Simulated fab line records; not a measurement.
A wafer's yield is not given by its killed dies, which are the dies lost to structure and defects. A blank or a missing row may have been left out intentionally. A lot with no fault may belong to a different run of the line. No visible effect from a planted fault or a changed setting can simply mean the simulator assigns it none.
Which tool was responsible? | flow gf180mcu | 6 lots, 18 wafers sampled, at 3 steps of a route of 602

## WHAT THE GAUGES READ, wafer by wafer
GF_HV_LDD_TW_MEAS_50.
lot  | measured     | on            | HV_LDD_4_TW
L343 | day 13 14:41 | film-metro-03 | 575 573 576
L346 | day 14 17:38 | film-metro-02 | 579 578 575
L352 | day 16 16:53 | film-metro-04 | 575 577 576
L357 | day 18 06:58 | film-metro-02 | 30 30 30
L359 | day 19 00:45 | film-metro-03 | 579 579 580
L362 | day 20 00:36 | film-metro-04 | 573 571 572

## TOOL THAT RAN EACH LOT (tool first, then ch and the chambers of the sampled wafers, then the start)
lot  | GF_HV_LDD_STRIP_37                   | GF_HV_LDD_STRIP_49
L343 | plasma-asher-03 ch 0,1, day 12 18:14 | plasma-asher-03 ch 0,1, day 13 14:35
L346 | plasma-asher-01 ch 0,1, day 13 20:25 | plasma-asher-03 ch 0, day 14 17:31
L352 | plasma-asher-03 ch 0, day 15 17:58   | plasma-asher-01 ch 0,1, day 16 16:46
L357 | plasma-asher-01 ch 0,1, day 17 06:51 | plasma-asher-01 ch 0,1, day 18 06:52
L359 | plasma-asher-04 ch 0,1, day 18 00:09 | plasma-asher-03 ch 0,1, day 19 00:39
L362 | plasma-asher-03 ch 0, day 18 23:15   | plasma-asher-03 ch 1, day 20 00:30
- GF_HV_LDD_STRIP_37: strips in O2/N2.
- GF_HV_LDD_STRIP_49: strips in O2/N2.

## THE ANSWER, worked out from the rows above alone
Rule: the usual values come from the lots themselves. Put in order of their means at a reading, lots are off if they are a third of the lots or fewer, leave a main group of 4 or more, and stand apart from it by a gap of 3 or more times the standard deviation of the main group's means; of several such gaps the widest counts. Not used: any main group whose means are identical at the precision the tables above print for the reading. A lot without any number at a reading at which 4 lots or more have one is off too. The other lots that the step has rows for count as sound.
Off: L357, at GF_HV_LDD_TW_MEAS_50 (HV_LDD_4_TW). For the main group the mean is 576 and the standard deviation 2.5.
A tool fits if, at a process step before that reading, it ran every lot that is off, and no sound lot after the first of them. The gauges at GF_HV_LDD_TW_MEAS_50 are tried like those tools. This does not decide it: 2 tools fit, namely plasma-asher-01 at GF_HV_LDD_STRIP_37 and GF_HV_LDD_STRIP_49 and film-metro-02 at GF_HV_LDD_TW_MEAS_50.

## WHAT THE SIMULATOR PUT IN
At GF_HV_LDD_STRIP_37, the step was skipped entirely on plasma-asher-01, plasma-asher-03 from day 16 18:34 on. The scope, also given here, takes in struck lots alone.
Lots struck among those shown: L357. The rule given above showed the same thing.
